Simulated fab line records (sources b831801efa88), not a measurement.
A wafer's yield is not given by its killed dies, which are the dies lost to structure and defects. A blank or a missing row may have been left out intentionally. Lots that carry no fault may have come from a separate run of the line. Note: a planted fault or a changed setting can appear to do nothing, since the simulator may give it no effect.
The tool behind it: which one?    flow gf180mcu    11 lots, 33 wafers sampled, at 7 steps of a route of 602

WHAT EACH GAUGE READ, for each wafer
GF_SAB_THK_MEAS_01. Usual: SAB_CVD_00_THK gives 50.0 nm (standard deviation 0.67).
lot   measured      on             SAB_CVD_00_THK (nm)  flag
L433  day 14 04:06  film-metro-01  49.8 50.8 51.0       
L434  day 14 14:33  film-metro-01  49.7 49.8 50.1       
L436  day 15 04:09  film-metro-03  49.6 49.6 50.2       
L437  day 16 00:54  film-metro-04  49.3 49.0 50.3       
L438  day 16 01:47  film-metro-03  49.8 50.0 49.6       
L440  day 17 13:53  film-metro-04  49.5 50.5 50.4       
L443  day 18 12:05  film-metro-01  51.0 50.5 51.1       
L444  day 18 19:04  film-metro-04  50.0 50.5 49.9       
L450  day 20 16:22  film-metro-01  48.9 50.1 49.8       
L455  day 22 07:22  film-metro-01  50.3 51.1 50.5       
L456  day 22 09:40  film-metro-03  49.4 49.8 50.2       

GF_V1_THK_MEAS_03. Usual: V1_CVD_02_THK gives 852 nm (standard deviation 12).
lot   measured      on             V1_CVD_02_THK (nm)       flag
L433  day 17 01:57  film-metro-01  846 851 862              
L434  day 17 12:15  film-metro-04  839 854 847              
L436  day 18 03:22  film-metro-01  855 839 854              
L437  day 19 01:16  film-metro-03  848 840 857              
L438  day 19 04:07  film-metro-01  852 837 850              
L440  day 20 19:09  film-metro-04  850 851 865              
L443  day 21 16:11  film-metro-01  871 875 859              
L444  day 21 23:56  film-metro-03  846 852 855              
L450  day 23 17:43  film-metro-04  395 852 839 395 852 838  OFF
L455  day 25 06:14  film-metro-04  825 840 853              
L456  day 25 08:13  film-metro-03  860 869 880              

GF_V2_THK_MEAS_01. Usual: V2_CVD_00_THK gives 598 nm (standard deviation 6.4).
lot   measured      on             V2_CVD_00_THK (nm)  flag
L433  day 19 05:01  film-metro-03  599 595 602         
L434  day 19 15:53  film-metro-03  588 586 604         
L436  day 20 06:43  film-metro-02  603 603 603         
L437  day 21 05:41  film-metro-04  595 594 604         
L438  day 21 07:12  film-metro-02  598 600 595         
L440  day 22 21:19  film-metro-02  605 602 607         
L443  day 23 17:58  film-metro-04  602 597 599         
L444  day 24 00:56  film-metro-04  602 590 605         
L450  day 25 15:44  film-metro-02  603 599 594         
L455  day 27 02:23  film-metro-04  598 605 593         
L456  day 27 05:18  film-metro-03  591 594 598         

EACH LOT AND THE TOOL THAT RAN IT (in order: tool; ch and the chambers of the sampled wafers; start)
lot   GF_CONTACT_CMP_04              GF_V1_CVD_02                     GF_V1_CMP_04                   GF_V1_ETCH_17
L433  cmp-01 ch 0,1,2, day 15 02:08  pecvd-04 ch 0,1, day 17 01:52    cmp-01 ch 0,2,3, day 17 02:03  rie-diel-04 ch 0,3, day 19 05:01 or earlier
L434  cmp-01 ch 0,3, day 15 12:50    pecvd-02 ch 1,2, day 17 12:10    cmp-01 ch 0,1,2, day 17 12:21  rie-diel-04 ch 0,3, day 19 15:53 or earlier
L436  cmp-02 ch 1,3, day 16 02:46    pecvd-02 ch 0,1, day 18 03:18    cmp-01 ch 1,2, day 18 03:29    rie-diel-02 ch 1,2,3, day 20 06:43 or earlier
L437  cmp-02 ch 0,1,2, day 16 23:55  pecvd-01 ch 0,1, day 19 01:11    cmp-02 ch 1,2, day 19 01:19    rie-diel-02 ch 0,1,3, day 21 05:41 or earlier
L438  cmp-02 ch 0,1,3, day 17 01:28  pecvd-01 ch 0,1,2, day 19 04:02  cmp-01 ch 1,2,3, day 19 04:10  rie-diel-04 ch 0,1, day 21 07:12 or earlier
L440  cmp-02 ch 0,1, day 18 15:11    pecvd-01 ch 0,2, day 20 19:05    cmp-01 ch 0,2,3, day 20 19:16  rie-diel-04 ch 0,2, day 22 21:19 or earlier
L443  cmp-02 ch 0,3, day 19 13:04    pecvd-01 ch 0,1,2, day 21 16:07  cmp-01 ch 1,2, day 21 16:16    rie-diel-04 ch 0,1,3, day 23 17:58 or earlier
L444  cmp-01 ch 0,3, day 19 20:56    pecvd-02 ch 0,1,2, day 21 23:52  cmp-01 ch 1,2,3, day 22 00:07  rie-diel-03 ch 0,1,3, day 24 00:56 or earlier
L450  cmp-02 ch 1,2, day 21 16:35    pecvd-02 ch 0,1,2, day 23 17:38  cmp-01 ch 0,1, day 23 23:17    rie-diel-03 ch 0,1,2, day 25 15:44 or earlier
L455  cmp-02 ch 1,2,3, day 23 06:56  pecvd-01 ch 1,2, day 25 06:08    cmp-02 ch 0,2,3, day 25 06:25  rie-diel-04 ch 0,1, day 27 02:23 or earlier
L456  cmp-02 ch 2,3, day 23 10:22    pecvd-04 ch 0,2, day 25 08:07    cmp-02 ch 2,3, day 25 08:15    rie-diel-04 ch 1,2,3, day 27 05:18 or earlier
- GF_CONTACT_CMP_04: polishes SiO2.
- GF_V1_CVD_02: deposits SiO2 from TEOS, target thk 850 nm, time 94.851 s.
- GF_V1_CMP_04: polishes SiO2.
- GF_V1_ETCH_17: etches SiO2 in C4F8/O2/Ar, stops on TiN, target depth 630 nm.

AS READ BY THE TOOLS THEMSELVES (means over the sampled wafers that have a number; for cases with no such wafer, the mark the record gives instead)
GF_CONTACT_CMP_04. Usual: head-pressure-psi 4.000 psi, standard deviation 0.0085; motor-current-A 12.1 A, standard deviation 0.99; time-to-endpoint-s 111 s, standard deviation 5.5.
lot   tool    head-pressure-psi (psi)  motor-current-A (A)  time-to-endpoint-s (s)  flag
L433  cmp-01  4.002                    11.8                 118                     
L434  cmp-01  4.002                    12.6                 113                     
L436  cmp-02  4.004                    12.2                 109                     
L437  cmp-02  4.005                    12.4                 112                     
L438  cmp-02  4.004                    12.2                 99                      
L440  cmp-02  3.995                    11.7                 113                     
L443  cmp-02  4.005                    13.0                 111                     
L444  cmp-01  4.000                    12.7                 115                     
L450  cmp-02  3.998                    11.3                 112                     
L455  cmp-02  3.992                    12.4                 112                     
L456  cmp-02  4.007                    12.2                 114                     

GF_V1_CVD_02. Usual: heater-power-w 651 W, standard deviation 92; rf-fwd-power-W 596.5 W, standard deviation 1.8; susceptor-temp-C 399.97 C, standard deviation 0.21.
lot   tool      heater-power-w (W)  rf-fwd-power-W (W)  susceptor-temp-C (C)  flag
L433  pecvd-04  664                 595.8               399.99                
L434  pecvd-02  788                 594.8               400.11                
L436  pecvd-02  698                 598.4               400.00                
L437  pecvd-01  625                 597.2               400.06                
L438  pecvd-01  606                 598.1               399.89                
L440  pecvd-01  680                 597.2               400.01                
L443  pecvd-01  597                 599.1               399.84                
L444  pecvd-02  687                 595.7               399.84                
L450  pecvd-02  647                 594.8               400.20                
L455  pecvd-01  572                 596.5               400.03                
L456  pecvd-04  648                 598.1               399.98                

GF_V1_CMP_04. Usual: head-pressure-psi 4.001 psi, standard deviation 0.0087; motor-current-A 12.1 A, standard deviation 1.1; time-to-endpoint-s 82 s, standard deviation 5.5.
lot   tool    head-pressure-psi (psi)  motor-current-A (A)  time-to-endpoint-s (s)  flag
L433  cmp-01  4.002                    12.2                 84                      
L434  cmp-01  4.001                    11.6                 82                      
L436  cmp-01  3.997                    11.3                 81                      
L437  cmp-02  4.006                    11.0                 83                      
L438  cmp-01  4.003                    12.1                 80                      
L440  cmp-01  4.008                    12.5                 82                      
L443  cmp-01  4.008                    11.4                 90                      
L444  cmp-01  3.996                    12.2                 81                      
L450  cmp-01  4.000                    10.8                 61                      OFF
L455  cmp-02  4.003                    13.5                 75                      
L456  cmp-02  4.007                    12.5                 92                      

GF_V1_ETCH_17. Usual: chamber-pressure-mTorr 40.01 mTorr, standard deviation 0.034; oes-product-au 0.856 a.u., standard deviation 0.0045; rf-fwd-power-W 1493 W, standard deviation 4.8.
lot   tool         chamber-pressure-mTorr (mTorr)  oes-product-au (a.u.)  rf-fwd-power-W (W)  flag
L433  rie-diel-04  40.00                           0.855                  1489                
L434  rie-diel-04  40.01                           0.856                  1491                
L436  rie-diel-02  40.01                           0.855                  1493                
L437  rie-diel-02  39.99                           0.858                  1493                
L438  rie-diel-04  40.00                           0.851                  1495                
L440  rie-diel-04  40.05                           0.859                  1494                
L443  rie-diel-04  40.00                           0.855                  1494                
L444  rie-diel-03  40.00                           0.856                  1488                
L450  rie-diel-03  39.99                           0.798                  1497                OFF
L455  rie-diel-04  40.01                           0.858                  1495                
L456  rie-diel-04  40.00                           0.850                  1491                

THE ANSWER, worked out from the rows above alone
Rule: lot off if the mean of its wafers having a number is beyond 3 standard deviations from the usual mean. Also off: a lot with no number at a reading for which 4 or more lots have one. All remaining lots with rows at the step are treated as sound. After the gauges, taken in route order, come the tools' own readings; for these a lot's mean is taken, as printed above. At the first step where some lot is off, the reading lying furthest off is the one used; lots without a number count as furthest.
Off: at GF_V1_THK_MEAS_03 (V1_CVD_02_THK), L450.
A tool fits if, at a process step before that reading, it ran every lot that is off, and no sound lot after the first of them. Not tried: the gauges at GF_V1_THK_MEAS_03; whatever is off there is also off at GF_V1_CMP_04, on other tools, and gauge error can't account for it. One candidate fits, namely pecvd-02 at GF_V1_CVD_02. Its last sound lot is L444 (day 21 23:52), its first lot that is off L450 (day 23 17:38): a fault that began between those two fits.

WHAT THE SIMULATOR PUT IN
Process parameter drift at GF_V1_CVD_02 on pecvd-02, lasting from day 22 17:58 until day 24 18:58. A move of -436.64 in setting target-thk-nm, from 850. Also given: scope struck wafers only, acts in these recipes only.
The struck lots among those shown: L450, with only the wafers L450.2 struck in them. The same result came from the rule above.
